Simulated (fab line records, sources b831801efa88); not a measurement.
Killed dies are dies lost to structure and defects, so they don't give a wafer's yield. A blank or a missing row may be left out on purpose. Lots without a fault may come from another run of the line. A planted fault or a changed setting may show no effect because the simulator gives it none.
Split-lot experiment | flow sky130 | 5 lots, 23 wafers read, on a route of 708 steps

THE SPLIT
At SKY_SONOS_ONO_ETCH_15 (etches the open film in CHF3/O2, target depth 19.52 nm, time 7.8 s), the setting time_s was moved away from the recipe's 7.8 s on 5 of the 23 wafers read, by +4.8% to +8.5%. The other wafers ran this setting at the recipe's value.

The reading is taken at the split's own step.

THE READING
SONOS_ONO.feature_depth_nm (the simulator's own value, which no gauge read), in nm, at SKY_SONOS_ONO_ETCH_15 (etches the open film in CHF3/O2, target depth 19.52 nm, time 7.8 s). The file gives no usual value for it. The 18 wafers here that ran the recipe average 19.52 nm, standard deviation 0.29 nm.

wafer  | tool, chamber at the split | time_s as run, s | against the recipe | SONOS_ONO.feature_depth_nm, nm | against lot-mates on the recipe
L075.1 | rie_diel-04, 0             | 8.176            | +4.8%              | 20.38                          | +0.57
L075.2 | rie_diel-04, 1             | 8.176            | +4.8%              | 20.57                          | +0.76
L075.3 | rie_diel-04, 2             | 7.8              | recipe             | 19.84                          | -
L075.4 | rie_diel-04, 3             | 7.8              | recipe             | 19.87                          | -
L075.5 | rie_diel-04, 2             | 7.8              | recipe             | 19.72                          | -
L078.2 | rie_diel-04, 3             | 7.8              | recipe             | 19.72                          | -
L078.3 | rie_diel-04, 1             | 7.8              | recipe             | 19.44                          | -
L078.4 | rie_diel-04, 0             | 7.8              | recipe             | 19.3                           | -
L078.5 | rie_diel-04, 3             | 7.8              | recipe             | 19.99                          | -
L078.6 | rie_diel-04, 0             | 7.8              | recipe             | 19.32                          | -
L079.2 | rie_diel-01, 0             | 8.46             | +8.5%              | 21.64                          | +1.81
L079.3 | rie_diel-01, 3             | 8.46             | +8.5%              | 21.48                          | +1.65
L079.4 | rie_diel-01, 1             | 7.8              | recipe             | 19.77                          | -
L079.5 | rie_diel-01, 0             | 8.46             | +8.5%              | 21.68                          | +1.85
L079.6 | rie_diel-01, 3             | 7.8              | recipe             | 19.89                          | -
L080.2 | rie_diel-02, 0             | 7.8              | recipe             | 19.56                          | -
L080.3 | rie_diel-02, 2             | 7.8              | recipe             | 19.31                          | -
L080.4 | rie_diel-02, 1             | 7.8              | recipe             | 19.34                          | -
L080.5 | rie_diel-02, 0             | 7.8              | recipe             | 19.64                          | -
L080.6 | rie_diel-02, 2             | 7.8              | recipe             | 19.3                           | -
L084.1 | rie_diel-02, 3             | 7.8              | recipe             | 18.9                           | -
L084.3 | rie_diel-02, 1             | 7.8              | recipe             | 19.24                          | -
L084.6 | rie_diel-02, 1             | 7.8              | recipe             | 19.2                           | -

THE FIT
A straight line over all 23 wafers: SONOS_ONO.feature_depth_nm changes by +0.239 nm for each +1% of time_s; r = +0.94; the points scatter about the line by 0.28 nm.
The same after taking each lot's own level away (the mean of its wafers on the recipe; 23 wafers): +0.198 nm for each +1%; r = +0.96; scatter 0.19 nm.
On that fit, the largest move of time_s shifts the reading by 1.7 nm.
The lots' own levels span 19.113 to 19.830 nm, that is 2.5 times the standard deviation above.
So the lot-to-lot level changes the slope: the two fits differ.
Check: with one of the wafers moved furthest among these (+8.5%) left out of the fit, the line predicts +1.61 nm for it against its lot-mates. It came out at +1.81 nm against them.

OTHER SPLITS ON THESE WAFERS
These wafers also went through other splits before the reading. Each is held against what the fit with the lots' levels taken away leaves over:
other split on the same wafers                | wafers away from the commonest value | r with SONOS_ONO.feature_depth_nm (lot level and that fit taken away)
SKY_FIELD_ISO_EXPOSE_10 dose_mj               | 8                                    | -0.19
SKY_NWELL_OXIDATION_01 ox_time_s              | 18                                   | +0.02
SKY_PWDE_COAT_02 resist_thk_nm                | 10                                   | -0.11
SKY_PWDE_DEVELOP_06 dev_temp_c                | 8                                    | -0.41
SKY_VT_ADJUST_LVTN_COAT_13 resist_thk_nm      | 6                                    | -0.10
SKY_VT_ADJUST_LVTN_EXPOSE_15 dose_mj          | 8                                    | -0.08
SKY_VT_ADJUST_NCORE_DEVELOP_06 develop_time_s | 6                                    | +0.14
SKY_VT_ADJUST_NCORE_IMPLANT_09 energy_kev     | 6                                    | -0.37
SKY_VT_ADJUST_HVTR_DEVELOP_06 dev_temp_c      | 5                                    | -0.16
SKY_SONOS_TUNNEL_SOFTBAKE_03 temp_c           | 10                                   | +0.01
SKY_SONOS_TUNNEL_DEVELOP_06 develop_time_s    | 10                                   | +0.34

THE WHOLE CHAIN: every reading that the file lists as answering this split, in the file's order
step                  | what it does                                                       | reading                                                                     | change (the file's fit)               | r (the file's)
SKY_SONOS_ONO_ETCH_15 | etches the open film in CHF3/O2, target depth 19.52 nm, time 7.8 s | etch.depth_nm (the simulator's own value, which no gauge read)              | +0.207 nm for each +1% of the setting | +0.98
SKY_SONOS_ONO_ETCH_15 | etches the open film in CHF3/O2, target depth 19.52 nm, time 7.8 s | SONOS_ONO.feature_depth_nm (the simulator's own value, which no gauge read) | +0.191 nm for each +1% of the setting | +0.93

THE FILE'S OWN FIT
SONOS_ONO.feature_depth_nm changes by +0.191 nm for each +1% of time_s, r = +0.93.
